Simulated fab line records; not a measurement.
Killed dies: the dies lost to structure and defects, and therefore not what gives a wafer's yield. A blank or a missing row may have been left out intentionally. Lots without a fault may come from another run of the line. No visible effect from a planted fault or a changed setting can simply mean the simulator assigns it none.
Chamber matching :: flow sky130 :: rie-diel-01 running SKY_LI_CONTACT_ETCH_15: 4 sister chambers
The step etches PSG in C4F8/O2/Ar, stops on Si, target depth 600 nm. 4 wafers are shown with their chamber, then 6 later ones without.

WAFERS PAIRED WITH THEIR CHAMBERS
wafer: L727.4
chamber: 3
oes-product-au (a.u.): 0.840

wafer: L728.2
chamber: 2
oes-product-au (a.u.): 0.835

wafer: L728.3
chamber: 0
oes-product-au (a.u.): 0.834

wafer: L731.4
chamber: 1
oes-product-au (a.u.): 0.837

WAFERS WITH NO CHAMBER GIVEN
wafer: L731.5
oes-product-au (a.u.): 0.833

wafer: L732.4
oes-product-au (a.u.): 0.838

wafer: L732.6
oes-product-au (a.u.): 0.837

wafer: L739.1
oes-product-au (a.u.): 0.835

wafer: L739.3
oes-product-au (a.u.): 0.841

wafer: L739.5
oes-product-au (a.u.): 0.834

EACH ONE'S CHAMBER
wafer: L731.5
from the rows above: can't be placed: 0 or 2
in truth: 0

wafer: L732.4
from the rows above: can't be placed: 1 or 3
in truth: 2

wafer: L732.6
from the rows above: 1
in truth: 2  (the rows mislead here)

wafer: L739.1
from the rows above: can't be placed: 2 or 0
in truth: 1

wafer: L739.3
from the rows above: 3
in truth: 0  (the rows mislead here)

wafer: L739.5
from the rows above: can't be placed: 0 or 2
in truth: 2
Placed correctly: 0 of 6. From these rows, 4 cannot be placed; in 2 the true chamber is one of the candidates. 2 placed wrongly.
How it was worked out, from the rows above alone: a wafer's distance from a chamber is the root of the sum, over the readings, of the square of ((its reading less the chamber's mean) divided by the reading's scatter). The wafer belongs to the nearest chamber; if the next one is less than 2 further off, it can't be placed. The mean given for a chamber averages the wafers shown for that chamber. The scatter (one wafer shown for each chamber): square how far every hidden wafer sits from the nearest shown wafer, average those squares and take the square root.
